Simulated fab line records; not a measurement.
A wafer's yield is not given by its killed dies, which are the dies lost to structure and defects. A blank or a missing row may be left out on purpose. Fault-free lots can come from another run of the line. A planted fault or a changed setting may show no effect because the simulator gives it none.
2 desks looking at one fault -- flow gf180mcu -- only its own numbers are on each desk; what lay behind them is given at the end

== THE TOOL OWNER'S DESK: pvd-sputter-01 ==
The tool's own readings at GF_M4_SPUTTER_02 (material AlCu, target thk 450 nm, time 23.9 s): means of the sampled wafers that have a number, for each lot that ran on this tool. Marked OUT: a lot whose mean sits more than 4 standard deviations from the usual mean, which makes it out of limits; the brackets give that distance.
Columns: A = chamber-pressure-pa at GF_M4_SPUTTER_02, usual 0.4001 Pa; B = throttle-valve-pct at GF_M4_SPUTTER_02, usual 30.4 %
lot,first seen here,A,B
L790,day 23 05:32,0.4000,30.1
L804,day 27 18:31,0.4004,30.0
L805,day 28 01:31,0.6892 (+99 or more) OUT,22.8 (-12) OUT
L807,day 28 16:56,0.6892 (+99 or more) OUT,22.9 (-12) OUT
This desk's verdict: out of limits on L805, L807, starting with L805 at day 28 01:31 (chamber-pressure-pa at GF_M4_SPUTTER_02). Within limits: L790, L804.

== METROLOGY DESK ==
Lot by lot, what the gauges showed, no matter which tool ran the lot: averages of those sampled wafers that carry a number. Marked OUT: a lot whose mean sits more than 4 standard deviations from the usual mean, which makes it out of limits; the brackets give that distance.
Columns: A = V1_OVL at GF_V1_OVL_MEAS_15, usual 0 nm; B = M4_ALCU_RS at GF_M4_RS_MEAS_05, usual 0.0694 ohm/sq; C = M4_ALCU_THK at GF_M4_THK_MEAS_06, usual 440 nm; D = V4_OVL at GF_V4_OVL_MEAS_15, usual 1 nm
lot,first seen here,A,B,C,D
L788,day 18 00:09,2,0.0693,441,3
L789,day 18 12:52,-0,0.0693,439,1
L790,day 18 22:07,11,0.0702,438,7
L792,day 19 15:37,2,0.0693,440,-0
L798,day 22 01:04,8,0.0701,435,-7
L804,day 23 22:54,-3,0.0692,440,-0
L805,day 24 06:57,3,0.0795 (+14) OUT,385 (-11) OUT,-4
L807,day 24 22:58,-3,0.0824 (+18) OUT,370 (-15) OUT,3
L808,day 25 03:49,-1,0.0691,443,0
L810,day 25 22:48,-4,0.0681,450,1
This desk's finding: out of limits on L805, L807; first on L805, day 28 01:37 (M4_ALCU_RS at GF_M4_RS_MEAS_05). Within limits: L788, L789, L790, L792, L798, L804, L808, L810.

== BROUGHT TOGETHER ==
The tool owner's desk had the chance to raise an alarm at day 28 01:31 on L805, L807.
L805, L807 would have let the metrology desk raise an alarm at day 28 01:37.
Every lot named ran GF_M4_SPUTTER_02 on pvd-sputter-01.

== WHAT THE SIMULATOR HAD PUT IN ==
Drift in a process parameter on pvd-sputter-01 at GF_M4_SPUTTER_02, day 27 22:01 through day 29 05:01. Setting chamber-pressure-pa, moved by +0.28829, from 0.4. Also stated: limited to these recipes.
Struck lots among those shown: L805, L807.
Hours from the fault's start to each desk's first reading out of limits: the tool owner's desk, 4; the metrology desk, 4.
